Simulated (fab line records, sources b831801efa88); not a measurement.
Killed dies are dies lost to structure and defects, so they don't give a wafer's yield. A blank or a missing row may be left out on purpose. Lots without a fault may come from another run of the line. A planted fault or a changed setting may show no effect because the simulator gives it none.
A struck lot beside a sound one | flow sfq_line | 24 steps out of a route of 325
Sound: wafers L105.1, L105.2, L105.5. Struck: wafers L109.1, L109.5, L109.6. The cause comes at the end.
At each step with rows: each side's tool, then ch and its chambers, then its first start. Under that, the readings that differ: sound wafers | struck wafers | difference of the means | sigmas: that difference in standard deviations of wafers without a fault.
alike: readings whose means differ by less than 2 such deviations, and words and numbers that are the same on both sides. not compared: withheld readings, readings that some wafer has no value for, bounds like >300 that may hide the same value, and numbers for which the record gives no deviation and whose values overlap.
The two part at a step that has a row with sigmas, a row that says differs or no value, or rows on one side only. Numbers that don't overlap but have no deviation are shown without sigmas and don't part them. A reading that every wafer of one side lacks parts them only if that side has two wafers or more.

first, 6 steps without rows for these wafers: SFQ_TRILAYER_I6_VIA_LITHO_COAT_174 (resist thk 62 nm); SFQ_TRILAYER_I6_VIA_LITHO_COAT_169 (resist thk 650 nm); SFQ_TRILAYER_I6_VIA_LITHO_SOFTBAKE_173; SFQ_TRILAYER_I6_VIA_LITHO_EXPOSE_170 (exposes mask I6, target cd 700 nm); SFQ_TRILAYER_I6_VIA_LITHO_PEB_172 (peb time 60 s); SFQ_TRILAYER_I6_VIA_LITHO_DEVELOP_171 (time 60 s).
SFQ_I6_OVL_MEAS_942:
  sound on overlay-02, day 78 08:10; struck on overlay-02, day 78 15:22
  alike: I6_OVL
SFQ_TRILAYER_I6_VIA_BARC_OPEN_VIA_ETCH_235: etches BARC in O2, target depth 125 nm, time 41.7 s.
  sound on rie_diel-04 ch 0,2,3, day 78 08:11; struck on rie_diel-03 ch 1,2, day 78 15:23
  alike: chamber_pressure_mTorr, drypump_motor_current_A, oes_product_au
  not compared: rf_hours_counter_h
SFQ_TRILAYER_I6_VIA_ETCH_VIA_ETCH_172: etches SiO2 in CHF3, stops on Nb, target depth 260 nm.
  sound on rie_diel-04 ch 0,2,3, day 78 08:14; struck on rie_diel-03 ch 1,2, day 78 15:26
  alike: chamber_pressure_mTorr, drypump_motor_current_A, oes_product_au
SFQ_TRILAYER_I6_VIA_STRIP_STRIP_173: strips in O2.
  sound on rie_metal-04 ch 0,1, day 78 08:21; struck on rie_metal-04 ch 0,1, day 78 15:33
  alike: chamber_pressure_mTorr, drypump_motor_current_A, oes_product_au
  not compared: rf_hours_counter_h
then, 2 steps without rows for these wafers: SFQ_TRILAYER_I6_VIA_STRIP_SOLV_CLEAN_174 (cleans in NMP, time 600 s); SFQ_TRILAYER_M7_DEP_PRE_CLEAN_176 (time 22.5 s).
SFQ_TRILAYER_M7_DEP_SPUTTER_175: material Nb, target thk 200 nm, time 133.3 s.
  sound on pvd_sputter-04, day 78 09:09; struck on pvd_sputter-04, day 78 16:21
  no value came back on the struck wafers for base_pressure_pa (Pa), cathode_dc_power_W (W), throttle_valve_pct (%); on the sound wafers base_pressure_pa (Pa) reads 1.26e-06 1.39e-06 1.34e-06
SFQ_M7_RS_MEAS_943: measures by four-point-probe.
  sound on film_metro-03, day 78 09:14; struck on film_metro-04, day 78 16:26
  reading           | sound             | struck | difference                    | sigmas
  M7_NB_RS (ohm/sq) | 0.867 0.872 0.858 | - - -  | no value on the struck wafers |
then, 6 steps without rows for these wafers: SFQ_TRILAYER_M7_LITHO_COAT_182 (resist thk 62 nm); SFQ_TRILAYER_M7_LITHO_COAT_177 (resist thk 600 nm); SFQ_TRILAYER_M7_LITHO_SOFTBAKE_181; SFQ_TRILAYER_M7_LITHO_EXPOSE_178 (exposes mask M7, target cd 500 nm); SFQ_TRILAYER_M7_LITHO_PEB_180 (peb time 60 s); SFQ_TRILAYER_M7_LITHO_DEVELOP_179 (time 60 s).
-- the record jumps here: 4 days lie between the struck wafers' starts before and after --
SFQ_M7_OVL_MEAS_945:
  sound on overlay-02, day 82 02:36; struck on overlay-01, day 82 13:24
  alike: M7_OVL
SFQ_TRILAYER_M7_BARC_OPEN_METAL_ETCH_229: etches BARC in O2, target depth 125 nm, time 41.7 s.
  sound on rie_metal-04 ch 0,1, day 82 02:38; struck on rie_metal-01 ch 0,1, day 82 13:26
  alike: chamber_pressure_mTorr, drypump_motor_current_A, oes_product_au
  not compared: rf_hours_counter_h
SFQ_TRILAYER_M7_ETCH_METAL_ETCH_180: etches Nb in Cl2/Ar, stops on SiO2, target depth 240 nm, time 120 s.
  sound on rie_metal-04 ch 0,1, day 82 02:42; struck on rie_metal-01 ch 0,1, day 82 13:30
  reading               | sound             | struck            | difference | sigmas
  oes_product_au (a.u.) | 0.910 0.909 0.918 | 0.369 0.374 0.375 | -0.540     | -70
  alike: chamber_pressure_mTorr, drypump_motor_current_A
  not compared: rf_hours_counter_h
SFQ_TRILAYER_M7_STRIP_STRIP_181: strips in O2.
  sound on rie_metal-04 ch 0,1, day 82 02:49; struck on rie_metal-01 ch 0,1, day 82 13:37
  alike: chamber_pressure_mTorr, drypump_motor_current_A, oes_product_au
  not compared: rf_hours_counter_h

WHERE THEY PART
First at SFQ_TRILAYER_M7_DEP_SPUTTER_175; last, within this record, at SFQ_TRILAYER_M7_ETCH_METAL_ETCH_180. Later steps at which nothing parts them and some readings are alike: SFQ_TRILAYER_M7_STRIP_STRIP_181.

WHY: what the simulator had put in
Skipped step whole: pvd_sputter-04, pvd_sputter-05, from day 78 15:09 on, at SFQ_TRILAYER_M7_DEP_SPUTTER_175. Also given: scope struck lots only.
